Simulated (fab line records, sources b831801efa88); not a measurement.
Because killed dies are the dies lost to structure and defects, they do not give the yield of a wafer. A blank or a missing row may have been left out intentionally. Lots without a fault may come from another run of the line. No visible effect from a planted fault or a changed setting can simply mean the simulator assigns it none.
fab line records / flow gf180mcu
[record] lots = 6 wafers = 18 last_day = 34
route steps=602 shown M1@319
lots untouched by any fault: they come from a run of this same line in which no faults occurred
start_h: start of the lot's first displayed wafer, in hours after the record's first day / wait_h: how many hours have passed since the lot's step before this one / " same as the row above / L1.1+2: a row that stands for several wafers / - either no value or no given start / * or withheld: withheld / < > ~ a bound
route shown NAME@n: names a module that has steps shown in the file, with the first one's number in the route / usual: mean/standard deviation taken from wafers without a fault / same: alike in all rows / chamber/n: place in a boat / sites: per-site readings / _std_site: their standard deviation / _edge_site: mean of outer sites minus mean of inner sites / radius_mm: how far each site lies from the wafer's centre / mask NAME#n: copy n / behind: the tool/chamber that last shaped the wafer / hold: reason for holding the lot/hours on hold/outcome of the hold / device: the transistor (n, p or np) that didn't switch / end of line: the same wafers' tests at the end of the route / a step with no rows: only its recipe / killed: dies lost to structure and defects at the first sort, not the wafer's yield / map: per-die view of a wafer (x killed, . not killed, _ where there is no die)
set.NAME: setting as actually run; set.NAME@STEP: the setting as run at that earlier step / model.NAME: the simulator's own value behind a step, which no gauge read
lots at some steps of the route; a table a step, a row a wafer
services: a tool's chamber out of use, with start hour (start_h, from the record's first day; less than 0 if before it), hours out, and reason
[[steps]]
[step GF_M1_SPUTTER_04]
[recipe] material = TiN target_thk_nm = 50 power_w = 6500 time_s = 41.7 chamber_pressure_pa = 0.4
[usual] cathode_dc_power_W = 6499.9/1.2 throttle_valve_pct = 30.1/0.93
[same] time_s = 41.7
lot.wafer=L749.1 tool=pvd_sputter-03 chamber=- start_h=444.11 wait_h=0.0 cathode_dc_power_W=6498.9 throttle_valve_pct=29.7
lot.wafer=L749.2 tool=pvd_sputter-03 chamber=- start_h=444.11 wait_h=0.0 cathode_dc_power_W=6500.9 throttle_valve_pct=29.8
lot.wafer=L749.6 tool=pvd_sputter-03 chamber=- start_h=444.11 wait_h=0.0 cathode_dc_power_W=6502.9 throttle_valve_pct=31.7
lot.wafer=L750.2 tool=pvd_sputter-03 chamber=- start_h=449.30 wait_h=0.0 cathode_dc_power_W=6497.8 throttle_valve_pct=29.7
lot.wafer=L750.3 tool=pvd_sputter-03 chamber=- start_h=449.30 wait_h=0.0 cathode_dc_power_W=6501.2 throttle_valve_pct=31.5
lot.wafer=L750.4 tool=pvd_sputter-03 chamber=- start_h=449.30 wait_h=0.0 cathode_dc_power_W=6499.0 throttle_valve_pct=29.6
lot.wafer=L751.2 tool=pvd_sputter-03 chamber=- start_h=464.21 wait_h=0.0 cathode_dc_power_W=6499.6 throttle_valve_pct=29.5
lot.wafer=L751.3 tool=pvd_sputter-03 chamber=- start_h=464.21 wait_h=0.0 cathode_dc_power_W=6498.8 throttle_valve_pct=29.7
lot.wafer=L751.5 tool=pvd_sputter-03 chamber=- start_h=464.21 wait_h=0.0 cathode_dc_power_W=6498.5 throttle_valve_pct=29.9
lot.wafer=L752.2 tool=pvd_sputter-04 chamber=- start_h=466.80 wait_h=0.0 cathode_dc_power_W=6497.6 throttle_valve_pct=28.2
lot.wafer=L752.3 tool=pvd_sputter-04 chamber=- start_h=466.80 wait_h=0.0 cathode_dc_power_W=6501.1 throttle_valve_pct=30.5
lot.wafer=L752.6 tool=pvd_sputter-04 chamber=- start_h=466.80 wait_h=0.0 cathode_dc_power_W=6499.6 throttle_valve_pct=31.6
lot.wafer=L760.1 tool=pvd_sputter-01 chamber=- start_h=538.20 wait_h=0.0 cathode_dc_power_W=6500.3 throttle_valve_pct=28.9
lot.wafer=L760.3 tool=pvd_sputter-01 chamber=- start_h=538.20 wait_h=0.0 cathode_dc_power_W=6498.6 throttle_valve_pct=31.0
lot.wafer=L760.6 tool=pvd_sputter-01 chamber=- start_h=538.20 wait_h=0.0 cathode_dc_power_W=6502.1 throttle_valve_pct=29.2
lot.wafer=L762.1 tool=pvd_sputter-01 chamber=- start_h=552.03 wait_h=0.0 cathode_dc_power_W=6500.0 throttle_valve_pct=28.9
lot.wafer=L762.2 tool=pvd_sputter-01 chamber=- start_h=552.03 wait_h=0.0 cathode_dc_power_W=6498.2 throttle_valve_pct=30.0
lot.wafer=L762.5 tool=pvd_sputter-01 chamber=- start_h=552.03 wait_h=0.0 cathode_dc_power_W=6498.3 throttle_valve_pct=30.1
[step GF_M1_RS_MEAS_05]
[recipe] thk_meas_gauge = four-point-probe reads = TiN_of_M1_SPUTTER_04+Ti_of_M1_SPUTTER_03+AlCu_of_M1_SPUTTER_02+TiN_of_M1_SPUTTER_01+Ti_of_M1_SPUTTER_00
[usual] M1_ALCU_RS = 0.0696/0.00074
lot.wafer=L749.1 tool=film_metro-01 chamber=- start_h=444.15 wait_h=0.0 M1_ALCU_RS[ohm/sq]=0.0693
lot.wafer=L749.2 tool=film_metro-01 chamber=- start_h=444.15 wait_h=0.0 M1_ALCU_RS[ohm/sq]=0.0701
lot.wafer=L749.6 tool=film_metro-01 chamber=- start_h=444.15 wait_h=0.0 M1_ALCU_RS[ohm/sq]=0.0694
lot.wafer=L750.2 tool=film_metro-03 chamber=- start_h=449.36 wait_h=0.0 M1_ALCU_RS[ohm/sq]=0.0693
lot.wafer=L750.3 tool=film_metro-03 chamber=- start_h=449.36 wait_h=0.0 M1_ALCU_RS[ohm/sq]=0.0696
lot.wafer=L750.4 tool=film_metro-03 chamber=- start_h=449.36 wait_h=0.0 M1_ALCU_RS[ohm/sq]=0.0691
lot.wafer=L751.2 tool=film_metro-03 chamber=- start_h=464.27 wait_h=0.0 M1_ALCU_RS[ohm/sq]=0.0689
lot.wafer=L751.3 tool=film_metro-03 chamber=- start_h=464.27 wait_h=0.0 M1_ALCU_RS[ohm/sq]=0.0678
lot.wafer=L751.5 tool=film_metro-03 chamber=- start_h=464.27 wait_h=0.0 M1_ALCU_RS[ohm/sq]=0.0682
lot.wafer=L752.2 tool=film_metro-03 chamber=- start_h=466.86 wait_h=0.0 M1_ALCU_RS[ohm/sq]=0.0695
lot.wafer=L752.3 tool=film_metro-03 chamber=- start_h=466.86 wait_h=0.0 M1_ALCU_RS[ohm/sq]=0.0697
lot.wafer=L752.6 tool=film_metro-03 chamber=- start_h=466.86 wait_h=0.0 M1_ALCU_RS[ohm/sq]=0.0700
lot.wafer=L760.1 tool=film_metro-04 chamber=- start_h=538.24 wait_h=0.0 M1_ALCU_RS[ohm/sq]=0.0694
lot.wafer=L760.3 tool=film_metro-04 chamber=- start_h=538.24 wait_h=0.0 M1_ALCU_RS[ohm/sq]=0.0685
lot.wafer=L760.6 tool=film_metro-04 chamber=- start_h=538.24 wait_h=0.0 M1_ALCU_RS[ohm/sq]=0.0695
lot.wafer=L762.1 tool=film_metro-04 chamber=- start_h=552.07 wait_h=0.0 M1_ALCU_RS[ohm/sq]=0.0712
lot.wafer=L762.2 tool=film_metro-04 chamber=- start_h=552.07 wait_h=0.0 M1_ALCU_RS[ohm/sq]=0.0712
lot.wafer=L762.5 tool=film_metro-04 chamber=- start_h=552.07 wait_h=0.0 M1_ALCU_RS[ohm/sq]=0.0712
[step GF_M1_THK_MEAS_06]
[recipe] thk_meas_gauge = xrf reads = AlCu_of_M1_SPUTTER_02
[usual] M1_ALCU_THK = 444/5.1
lot.wafer=L749.1 tool=film_metro-01 chamber=- start_h=444.27 wait_h=0.1 M1_ALCU_THK[nm]=447
lot.wafer=L749.2 tool=film_metro-01 chamber=- start_h=444.27 wait_h=0.1 M1_ALCU_THK[nm]=444
lot.wafer=L749.6 tool=film_metro-01 chamber=- start_h=444.27 wait_h=0.1 M1_ALCU_THK[nm]=446
lot.wafer=L750.2 tool=film_metro-03 chamber=- start_h=449.47 wait_h=0.1 M1_ALCU_THK[nm]=444
lot.wafer=L750.3 tool=film_metro-03 chamber=- start_h=449.47 wait_h=0.1 M1_ALCU_THK[nm]=441
lot.wafer=L750.4 tool=film_metro-03 chamber=- start_h=449.47 wait_h=0.1 M1_ALCU_THK[nm]=446
lot.wafer=L751.2 tool=film_metro-03 chamber=- start_h=464.38 wait_h=0.1 M1_ALCU_THK[nm]=445
lot.wafer=L751.3 tool=film_metro-03 chamber=- start_h=464.38 wait_h=0.1 M1_ALCU_THK[nm]=453
lot.wafer=L751.5 tool=film_metro-03 chamber=- start_h=464.38 wait_h=0.1 M1_ALCU_THK[nm]=453
lot.wafer=L752.2 tool=film_metro-03 chamber=- start_h=466.97 wait_h=0.1 M1_ALCU_THK[nm]=442
lot.wafer=L752.3 tool=film_metro-03 chamber=- start_h=466.97 wait_h=0.1 M1_ALCU_THK[nm]=440
lot.wafer=L752.6 tool=film_metro-03 chamber=- start_h=466.97 wait_h=0.1 M1_ALCU_THK[nm]=442
lot.wafer=L760.1 tool=film_metro-04 chamber=- start_h=538.36 wait_h=0.1 M1_ALCU_THK[nm]=445
lot.wafer=L760.3 tool=film_metro-04 chamber=- start_h=538.36 wait_h=0.1 M1_ALCU_THK[nm]=452
lot.wafer=L760.6 tool=film_metro-04 chamber=- start_h=538.36 wait_h=0.1 M1_ALCU_THK[nm]=443
lot.wafer=L762.1 tool=film_metro-04 chamber=- start_h=552.19 wait_h=0.1 M1_ALCU_THK[nm]=435
lot.wafer=L762.2 tool=film_metro-04 chamber=- start_h=552.19 wait_h=0.1 M1_ALCU_THK[nm]=435
lot.wafer=L762.5 tool=film_metro-04 chamber=- start_h=552.19 wait_h=0.1 M1_ALCU_THK[nm]=433
[step GF_M1_DEHYDRATE_07]
[recipe] temp_c = 200 time_s = 60
[step GF_M1_HMDS_08]
[recipe] prime_time_s = 60 prime_temp_c = 120
[step GF_M1_COAT_09]
[recipe] resist = KrF spin_rpm = withheld resist_thk_nm = 1000
[step GF_M1_SOFTBAKE_10]
[recipe] temp_c = 130 time_s = 60 resist = KrF
[step GF_M1_EXPOSE_11]
[recipe] mask_id = Metal1 target_cd_nm = 230 na = 0.68 source_shape = conventional sigma_outer = 0.6 dose_mj = 28
[step GF_M1_PEB_12]
[recipe] peb_temp_c = 135 peb_time_s = 90 resist = KrF
[step GF_M1_DEVELOP_13]
[recipe] develop_time_s = 60 dev_temp_c = 21
[step GF_M1_CD_MEAS_14]
[recipe] target_cd_nm = 230
[usual] cd_nm = 229.9/1.1
lot.wafer=L749.1 tool=cd_sem-01 chamber=- start_h=468.45 wait_h=0.1 cd_nm=232.0
lot.wafer=L749.2 tool=cd_sem-01 chamber=- start_h=468.45 wait_h=0.1 cd_nm=230.9
lot.wafer=L749.6 tool=cd_sem-01 chamber=- start_h=468.45 wait_h=0.1 cd_nm=230.7
lot.wafer=L750.2 tool=cd_sem-02 chamber=- start_h=473.47 wait_h=0.1 cd_nm=229.0
lot.wafer=L750.3 tool=cd_sem-02 chamber=- start_h=473.47 wait_h=0.1 cd_nm=229.4
lot.wafer=L750.4 tool=cd_sem-02 chamber=- start_h=473.47 wait_h=0.1 cd_nm=229.8
lot.wafer=L751.2 tool=cd_sem-02 chamber=- start_h=488.47 wait_h=0.1 cd_nm=230.3
lot.wafer=L751.3 tool=cd_sem-02 chamber=- start_h=488.47 wait_h=0.1 cd_nm=229.6
lot.wafer=L751.5 tool=cd_sem-02 chamber=- start_h=488.47 wait_h=0.1 cd_nm=230.5
lot.wafer=L752.2 tool=cd_sem-01 chamber=- start_h=490.92 wait_h=0.1 cd_nm=232.8
lot.wafer=L752.3 tool=cd_sem-01 chamber=- start_h=490.92 wait_h=0.1 cd_nm=230.3
lot.wafer=L752.6 tool=cd_sem-01 chamber=- start_h=490.92 wait_h=0.1 cd_nm=230.7
lot.wafer=L760.1 tool=cd_sem-02 chamber=- start_h=560.45 wait_h=0.1 cd_nm=229.7
lot.wafer=L760.3 tool=cd_sem-02 chamber=- start_h=560.45 wait_h=0.1 cd_nm=230.0
lot.wafer=L760.6 tool=cd_sem-02 chamber=- start_h=560.45 wait_h=0.1 cd_nm=229.7
lot.wafer=L762.1 tool=cd_sem-01 chamber=- start_h=574.28 wait_h=0.1 cd_nm=230.9
lot.wafer=L762.2 tool=cd_sem-01 chamber=- start_h=574.28 wait_h=0.1 cd_nm=229.3
lot.wafer=L762.5 tool=cd_sem-01 chamber=- start_h=574.28 wait_h=0.1 cd_nm=228.8
[step GF_M1_OVL_MEAS_15]
[usual] M1_OVL = 0/5.3
lot.wafer=L749.1 tool=overlay-01 chamber=- start_h=468.57 wait_h=0.1 M1_OVL[nm]=4
lot.wafer=L749.2 tool=overlay-01 chamber=- start_h=468.57 wait_h=0.1 M1_OVL[nm]=-1
lot.wafer=L749.6 tool=overlay-01 chamber=- start_h=468.57 wait_h=0.1 M1_OVL[nm]=3
lot.wafer=L750.2 tool=overlay-02 chamber=- start_h=473.58 wait_h=0.1 M1_OVL[nm]=0
lot.wafer=L750.3 tool=overlay-02 chamber=- start_h=473.58 wait_h=0.1 M1_OVL[nm]=0
lot.wafer=L750.4 tool=overlay-02 chamber=- start_h=473.58 wait_h=0.1 M1_OVL[nm]=-4
lot.wafer=L751.2 tool=overlay-01 chamber=- start_h=488.58 wait_h=0.1 M1_OVL[nm]=-5
lot.wafer=L751.3 tool=overlay-01 chamber=- start_h=488.58 wait_h=0.1 M1_OVL[nm]=1
lot.wafer=L751.5 tool=overlay-01 chamber=- start_h=488.58 wait_h=0.1 M1_OVL[nm]=-4
lot.wafer=L752.2 tool=overlay-01 chamber=- start_h=491.03 wait_h=0.1 M1_OVL[nm]=8
lot.wafer=L752.3 tool=overlay-01 chamber=- start_h=491.03 wait_h=0.1 M1_OVL[nm]=10
lot.wafer=L752.6 tool=overlay-01 chamber=- start_h=491.03 wait_h=0.1 M1_OVL[nm]=3
lot.wafer=L760.1 tool=overlay-02 chamber=- start_h=560.57 wait_h=0.1 M1_OVL[nm]=-3
lot.wafer=L760.3 tool=overlay-02 chamber=- start_h=560.57 wait_h=0.1 M1_OVL[nm]=-2
lot.wafer=L760.6 tool=overlay-02 chamber=- start_h=560.57 wait_h=0.1 M1_OVL[nm]=-1
lot.wafer=L762.1 tool=overlay-02 chamber=- start_h=574.40 wait_h=0.1 M1_OVL[nm]=-2
lot.wafer=L762.2 tool=overlay-02 chamber=- start_h=574.40 wait_h=0.1 M1_OVL[nm]=-2
lot.wafer=L762.5 tool=overlay-02 chamber=- start_h=574.40 wait_h=0.1 M1_OVL[nm]=-6
[step GF_M1_METAL_ETCH_16]
[recipe] chemistry = Cl2/BCl3 mask_material = KrF target_depth_nm = 627.5 stop_on = SiO2 pressure_mtorr = 8 icp_w = 800 bias_w = 140 Cl2_flow_sccm = 80 bcl3_flow_sccm = 40 time_s = 104.6
[usual] bcl3_flow_sccm = 40.02/0.13 bias_w = 140.1/0.4 drypump_motor_current_A = 5.85/0.2 mfc_cl2_sccm = 80.02/0.25 oes_product_au = 0.972/0.0066 rf_fwd_power_W = 795.7/2.8 throttle_valve_pct = 28.250/0.011 time_s = 104.6/0
lot.wafer=L749.1 tool=rie_metal-03 chamber=1 start_h=468.61 wait_h=0.0 bcl3_flow_sccm=39.87 bias_w=139.7 drypump_motor_current_A=6.21 mfc_cl2_sccm=79.84 oes_product_au=0.970 rf_fwd_power_W=796.8 rf_hours_counter_h=9 throttle_valve_pct=28.239 time_s=104.6 model.KrF_of_M1_COAT_09.thk_nm=738.7
lot.wafer=L749.2 tool=rie_metal-03 chamber=0 start_h=468.61 wait_h=0.0 bcl3_flow_sccm=40.03 bias_w=140.2 drypump_motor_current_A=5.77 mfc_cl2_sccm=80.03 oes_product_au=0.968 rf_fwd_power_W=795.6 rf_hours_counter_h=6 throttle_valve_pct=28.251 time_s=104.6 model.KrF_of_M1_COAT_09.thk_nm=738.5
lot.wafer=L749.6 tool=rie_metal-03 chamber=0 start_h=468.61 wait_h=0.0 bcl3_flow_sccm=40.14 bias_w=140.0 drypump_motor_current_A=5.73 mfc_cl2_sccm=80.11 oes_product_au=0.978 rf_fwd_power_W=795.1 rf_hours_counter_h=- throttle_valve_pct=28.258 time_s=104.6 model.KrF_of_M1_COAT_09.thk_nm=734.4
lot.wafer=L750.2 tool=rie_metal-02 chamber=1 start_h=473.65 wait_h=0.1 bcl3_flow_sccm=- bias_w=- drypump_motor_current_A=- mfc_cl2_sccm=- oes_product_au=- rf_fwd_power_W=- rf_hours_counter_h=- throttle_valve_pct=- time_s=- model.KrF_of_M1_COAT_09.thk_nm=982.1
lot.wafer=L750.3 tool=rie_metal-02 chamber=1 start_h=473.65 wait_h=0.1 bcl3_flow_sccm=- bias_w=- drypump_motor_current_A=- mfc_cl2_sccm=- oes_product_au=- rf_fwd_power_W=- rf_hours_counter_h=- throttle_valve_pct=- time_s=- model.KrF_of_M1_COAT_09.thk_nm=980.9
lot.wafer=L750.4 tool=rie_metal-02 chamber=1 start_h=473.65 wait_h=0.1 bcl3_flow_sccm=- bias_w=- drypump_motor_current_A=- mfc_cl2_sccm=- oes_product_au=- rf_fwd_power_W=- rf_hours_counter_h=- throttle_valve_pct=- time_s=- model.KrF_of_M1_COAT_09.thk_nm=983.4
lot.wafer=L751.2 tool=rie_metal-02 chamber=0 start_h=488.65 wait_h=0.1 bcl3_flow_sccm=- bias_w=- drypump_motor_current_A=- mfc_cl2_sccm=- oes_product_au=- rf_fwd_power_W=- rf_hours_counter_h=- throttle_valve_pct=- time_s=- model.KrF_of_M1_COAT_09.thk_nm=987.1
lot.wafer=L751.3 tool=rie_metal-02 chamber=0 start_h=488.65 wait_h=0.1 bcl3_flow_sccm=- bias_w=- drypump_motor_current_A=- mfc_cl2_sccm=- oes_product_au=- rf_fwd_power_W=- rf_hours_counter_h=- throttle_valve_pct=- time_s=- model.KrF_of_M1_COAT_09.thk_nm=987
lot.wafer=L751.5 tool=rie_metal-02 chamber=0 start_h=488.65 wait_h=0.1 bcl3_flow_sccm=- bias_w=- drypump_motor_current_A=- mfc_cl2_sccm=- oes_product_au=- rf_fwd_power_W=- rf_hours_counter_h=- throttle_valve_pct=- time_s=- model.KrF_of_M1_COAT_09.thk_nm=986.9
lot.wafer=L752.2 tool=rie_metal-02 chamber=0 start_h=491.09 wait_h=0.1 bcl3_flow_sccm=40.09 bias_w=140.6 drypump_motor_current_A=5.82 mfc_cl2_sccm=80.36 oes_product_au=0.970 rf_fwd_power_W=794.6 rf_hours_counter_h=- throttle_valve_pct=28.246 time_s=104.6 model.KrF_of_M1_COAT_09.thk_nm=738.5
lot.wafer=L752.3 tool=rie_metal-02 chamber=0 start_h=491.09 wait_h=0.1 bcl3_flow_sccm=40.13 bias_w=140.2 drypump_motor_current_A=5.84 mfc_cl2_sccm=79.89 oes_product_au=0.971 rf_fwd_power_W=796.7 rf_hours_counter_h=- throttle_valve_pct=28.251 time_s=104.6 model.KrF_of_M1_COAT_09.thk_nm=738.6
lot.wafer=L752.6 tool=rie_metal-02 chamber=0 start_h=491.09 wait_h=0.1 bcl3_flow_sccm=39.95 bias_w=140.0 drypump_motor_current_A=5.81 mfc_cl2_sccm=80.01 oes_product_au=0.974 rf_fwd_power_W=791.0 rf_hours_counter_h=- throttle_valve_pct=28.237 time_s=104.6 model.KrF_of_M1_COAT_09.thk_nm=737.2
lot.wafer=L760.1 tool=rie_metal-03 chamber=1 start_h=560.61 wait_h=0.0 bcl3_flow_sccm=40.11 bias_w=140.5 drypump_motor_current_A=6.27 mfc_cl2_sccm=79.12 oes_product_au=0.969 rf_fwd_power_W=796.7 rf_hours_counter_h=11 throttle_valve_pct=28.248 time_s=104.6 model.KrF_of_M1_COAT_09.thk_nm=742.5
lot.wafer=L760.3 tool=rie_metal-03 chamber=1 start_h=560.61 wait_h=0.0 bcl3_flow_sccm=39.84 bias_w=140.3 drypump_motor_current_A=6.21 mfc_cl2_sccm=79.86 oes_product_au=0.977 rf_fwd_power_W=795.9 rf_hours_counter_h=- throttle_valve_pct=28.241 time_s=104.6 model.KrF_of_M1_COAT_09.thk_nm=737.3
lot.wafer=L760.6 tool=rie_metal-03 chamber=1 start_h=560.61 wait_h=0.0 bcl3_flow_sccm=39.87 bias_w=140.0 drypump_motor_current_A=6.24 mfc_cl2_sccm=79.32 oes_product_au=0.970 rf_fwd_power_W=793.4 rf_hours_counter_h=- throttle_valve_pct=28.250 time_s=104.6 model.KrF_of_M1_COAT_09.thk_nm=740.9
lot.wafer=L762.1 tool=rie_metal-03 chamber=0 start_h=574.44 wait_h=0.0 bcl3_flow_sccm=40.04 bias_w=140.1 drypump_motor_current_A=5.78 mfc_cl2_sccm=79.79 oes_product_au=0.959 rf_fwd_power_W=793.1 rf_hours_counter_h=9 throttle_valve_pct=28.262 time_s=104.6 model.KrF_of_M1_COAT_09.thk_nm=733.7
lot.wafer=L762.2 tool=rie_metal-03 chamber=0 start_h=574.44 wait_h=0.0 bcl3_flow_sccm=39.94 bias_w=140.4 drypump_motor_current_A=5.78 mfc_cl2_sccm=79.95 oes_product_au=0.970 rf_fwd_power_W=794.8 rf_hours_counter_h=- throttle_valve_pct=28.266 time_s=104.6 model.KrF_of_M1_COAT_09.thk_nm=731.2
lot.wafer=L762.5 tool=rie_metal-03 chamber=0 start_h=574.44 wait_h=0.0 bcl3_flow_sccm=40.14 bias_w=139.8 drypump_motor_current_A=5.78 mfc_cl2_sccm=79.97 oes_product_au=0.956 rf_fwd_power_W=793.8 rf_hours_counter_h=- throttle_valve_pct=28.255 time_s=104.6 model.KrF_of_M1_COAT_09.thk_nm=732.6
[step GF_M1_STRIP_17]
[recipe] chemistry = O2/N2 power_w = 1400 pressure_mtorr = 1500 platen_temp_c = 250 o2_flow_sccm = 3000 n2_flow_sccm = 300 overash_fraction = 0.5
[usual] drypump_motor_current_A = 5.7/0.43 heater_power_w = 356/20 oes_product_au = 0.557/0.0051 strip_time_to_endpoint_s = 7.86/0.047
lot.wafer=L749.1 tool=plasma_asher-03 chamber=1 start_h=468.72 wait_h=0.1 drypump_motor_current_A=5.9 heater_power_w=348 oes_product_au=0.552 rf_hours_counter_h=38 strip_time_to_endpoint_s=7.92
lot.wafer=L749.2 tool=plasma_asher-03 chamber=0 start_h=468.72 wait_h=0.1 drypump_motor_current_A=5.8 heater_power_w=347 oes_product_au=0.560 rf_hours_counter_h=38 strip_time_to_endpoint_s=7.93
lot.wafer=L749.6 tool=plasma_asher-03 chamber=0 start_h=468.72 wait_h=0.1 drypump_motor_current_A=5.8 heater_power_w=350 oes_product_au=0.562 rf_hours_counter_h=- strip_time_to_endpoint_s=7.88
lot.wafer=L750.2 tool=plasma_asher-04 chamber=1 start_h=473.84 wait_h=0.1 drypump_motor_current_A=5.7 heater_power_w=396 oes_product_au=0.658 rf_hours_counter_h=69 strip_time_to_endpoint_s=10.18
lot.wafer=L750.3 tool=plasma_asher-04 chamber=1 start_h=473.84 wait_h=0.1 drypump_motor_current_A=5.7 heater_power_w=382 oes_product_au=0.652 rf_hours_counter_h=- strip_time_to_endpoint_s=10.16
lot.wafer=L750.4 tool=plasma_asher-04 chamber=0 start_h=473.84 wait_h=0.1 drypump_motor_current_A=4.8 heater_power_w=338 oes_product_au=0.659 rf_hours_counter_h=- strip_time_to_endpoint_s=10.19
lot.wafer=L751.2 tool=plasma_asher-02 chamber=1 start_h=488.83 wait_h=0.1 drypump_motor_current_A=5.6 heater_power_w=349 oes_product_au=0.662 rf_hours_counter_h=6 strip_time_to_endpoint_s=10.23
lot.wafer=L751.3 tool=plasma_asher-02 chamber=0 start_h=488.83 wait_h=0.1 drypump_motor_current_A=6.3 heater_power_w=368 oes_product_au=0.664 rf_hours_counter_h=- strip_time_to_endpoint_s=10.23
lot.wafer=L751.5 tool=plasma_asher-02 chamber=0 start_h=488.83 wait_h=0.1 drypump_motor_current_A=6.3 heater_power_w=369 oes_product_au=0.662 rf_hours_counter_h=- strip_time_to_endpoint_s=10.22
lot.wafer=L752.2 tool=plasma_asher-02 chamber=1 start_h=491.28 wait_h=0.1 drypump_motor_current_A=5.6 heater_power_w=361 oes_product_au=0.559 rf_hours_counter_h=7 strip_time_to_endpoint_s=7.90
lot.wafer=L752.3 tool=plasma_asher-02 chamber=1 start_h=491.28 wait_h=0.1 drypump_motor_current_A=5.6 heater_power_w=349 oes_product_au=0.558 rf_hours_counter_h=- strip_time_to_endpoint_s=7.90
lot.wafer=L752.6 tool=plasma_asher-02 chamber=0 start_h=491.28 wait_h=0.1 drypump_motor_current_A=6.2 heater_power_w=379 oes_product_au=0.553 rf_hours_counter_h=- strip_time_to_endpoint_s=7.90
lot.wafer=L760.1 tool=plasma_asher-02 chamber=1 start_h=560.72 wait_h=0.1 drypump_motor_current_A=5.6 heater_power_w=354 oes_product_au=0.560 rf_hours_counter_h=16 strip_time_to_endpoint_s=7.93
lot.wafer=L760.3 tool=plasma_asher-02 chamber=0 start_h=560.72 wait_h=0.1 drypump_motor_current_A=6.2 heater_power_w=369 oes_product_au=0.559 rf_hours_counter_h=- strip_time_to_endpoint_s=7.90
lot.wafer=L760.6 tool=plasma_asher-02 chamber=1 start_h=560.72 wait_h=0.1 drypump_motor_current_A=5.6 heater_power_w=351 oes_product_au=0.569 rf_hours_counter_h=- strip_time_to_endpoint_s=7.93
lot.wafer=L762.1 tool=plasma_asher-03 chamber=0 start_h=574.66 wait_h=0.2 drypump_motor_current_A=5.8 heater_power_w=333 oes_product_au=0.556 rf_hours_counter_h=45 strip_time_to_endpoint_s=7.85
lot.wafer=L762.2 tool=plasma_asher-03 chamber=1 start_h=574.66 wait_h=0.2 drypump_motor_current_A=5.9 heater_power_w=355 oes_product_au=0.555 rf_hours_counter_h=45 strip_time_to_endpoint_s=7.82
lot.wafer=L762.5 tool=plasma_asher-03 chamber=1 start_h=574.66 wait_h=0.2 drypump_motor_current_A=5.9 heater_power_w=348 oes_product_au=0.563 rf_hours_counter_h=- strip_time_to_endpoint_s=7.85
[step GF_M1_STRIP_18]
[recipe] chemistry = post_etch_residue_remover time_s = 1200 temp_c = 72.5
[[services]]
tool=plasma_asher-02 chamber=- start_h=421.25 hours=9.0 kind=pm
tool=plasma_asher-02 chamber=0 start_h=421.25 hours=9.0 kind=vent_cycle
tool=plasma_asher-02 chamber=1 start_h=421.25 hours=9.0 kind=vent_cycle
tool=plasma_asher-02 chamber=0 start_h=430.25 hours=- kind=clean
tool=plasma_asher-02 chamber=1 start_h=430.25 hours=- kind=clean
tool=pvd_sputter-04 chamber=- start_h=447.57 hours=3.8 kind=repair
tool=rie_metal-02 chamber=0 start_h=448.91 hours=- kind=clean
tool=rie_metal-02 chamber=0 start_h=448.91 hours=25.6 kind=scheduled_down
tool=rie_metal-02 chamber=0 start_h=448.91 hours=25.6 kind=vent_cycle
tool=plasma_asher-04 chamber=- start_h=456.39 hours=1.7 kind=repair
tool=rie_metal-02 chamber=1 start_h=481.40 hours=- kind=clean
tool=rie_metal-02 chamber=1 start_h=481.40 hours=25.1 kind=scheduled_down
tool=rie_metal-02 chamber=1 start_h=481.40 hours=25.1 kind=vent_cycle
tool=pvd_sputter-04 chamber=- start_h=483.78 hours=3.3 kind=repair
tool=pvd_sputter-01 chamber=0 start_h=506.21 hours=- kind=consumable_replace:kit
tool=pvd_sputter-01 chamber=0 start_h=506.21 hours=18.0 kind=scheduled_down
tool=pvd_sputter-01 chamber=0 start_h=506.21 hours=18.0 kind=vent_cycle
tool=plasma_asher-03 chamber=- start_h=508.81 hours=15.6 kind=pm
tool=rie_metal-03 chamber=1 start_h=563.01 hours=- kind=clean
tool=rie_metal-03 chamber=1 start_h=563.01 hours=24.3 kind=scheduled_down
tool=rie_metal-03 chamber=1 start_h=563.01 hours=24.3 kind=vent_cycle
tool=pvd_sputter-03 chamber=- start_h=573.85 hours=4.6 kind=repair
[[key]]
[first_sign] step = GF_M1_METAL_ETCH_16 reading = tool_record direction = missing
[effect] step = GF_M1_STRIP_17 reading = strip_time_to_endpoint_s direction = up sigmas = 50 usual = * struck = *
[model_effect] step = GF_M1_METAL_ETCH_16 value = KrF_of_M1_COAT_09.thk_nm without = 733.8 struck = 984.6
met_at GF_M1_METAL_ETCH_16
struck_wafers L750.2,L750.3,L750.4,L751.2,L751.3,L751.5
later_rows_left_out L750.2,L750.3,L750.4,L751.2,L751.3,L751.5
sort_left_out L750.2,L750.3,L750.4,L751.2,L751.3,L751.5
[fault] kind = skipped_step_whole tool = rie_metal-02 chamber = - onset_h = 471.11 steps = GF_M1_METAL_ETCH_16 scope = struck_lots_only
// sort_left_out: the simulated sort isn't trusted on such a fault, so these wafers' sort isn't shown, and their yield isn't known
// later_rows_left_out: the simulator's readings of these wafers behind a module that went badly wrong aren't trusted and aren't shown, but for the sort
